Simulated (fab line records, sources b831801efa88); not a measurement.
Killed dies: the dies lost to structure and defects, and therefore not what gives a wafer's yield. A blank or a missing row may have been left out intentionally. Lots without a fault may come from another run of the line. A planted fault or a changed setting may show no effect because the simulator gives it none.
The tool behind it: which one? | flow sky130 | 7 lots (21 wafers sampled), 1 step of a 708-step route

WHAT EACH GAUGE READ, for each wafer
SKY_LI_CONTACT_BOW_MEAS_03.
lot  | measured     | on            | LI_CONTACT_BOW (um)
L111 | day 28 01:11 | film-metro-02 | 49 57 59
L113 | day 29 00:57 | film-metro-01 | 56 58 57
L115 | day 29 13:47 | film-metro-02 | 57 49 44
L117 | day 30 18:53 | film-metro-04 | 63 58 40
L119 | day 31 04:45 | film-metro-02 | 60 67 48
L125 | day 32 19:53 | film-metro-01 | 54 57 57
L129 | day 34 03:20 | film-metro-01 | 50 51 55

WHICH TOOL RAN EACH LOT (tool, then ch and the chambers of the sampled wafers, then the start)
The record shows no process step preceding these readings.

THE ANSWER, worked out from the rows above alone
Rule: the usual values come from the lots themselves. Put in order of their means at a reading, lots are off if they are a third of the lots or fewer, leave a main group of 4 or more, and stand apart from it by a gap of 3 or more times the standard deviation of the main group's means; of several such gaps the widest counts. The tables above print the reading to a certain number of digits; a main group whose means all agree to those digits is not used. A lot without any number at a reading at which 4 lots or more have one is off too. All remaining lots with rows at the step are treated as sound.
Across all readings shown, no lot is off: no conclusion can be drawn from this.

WHAT THE SIMULATOR HAD INSERTED
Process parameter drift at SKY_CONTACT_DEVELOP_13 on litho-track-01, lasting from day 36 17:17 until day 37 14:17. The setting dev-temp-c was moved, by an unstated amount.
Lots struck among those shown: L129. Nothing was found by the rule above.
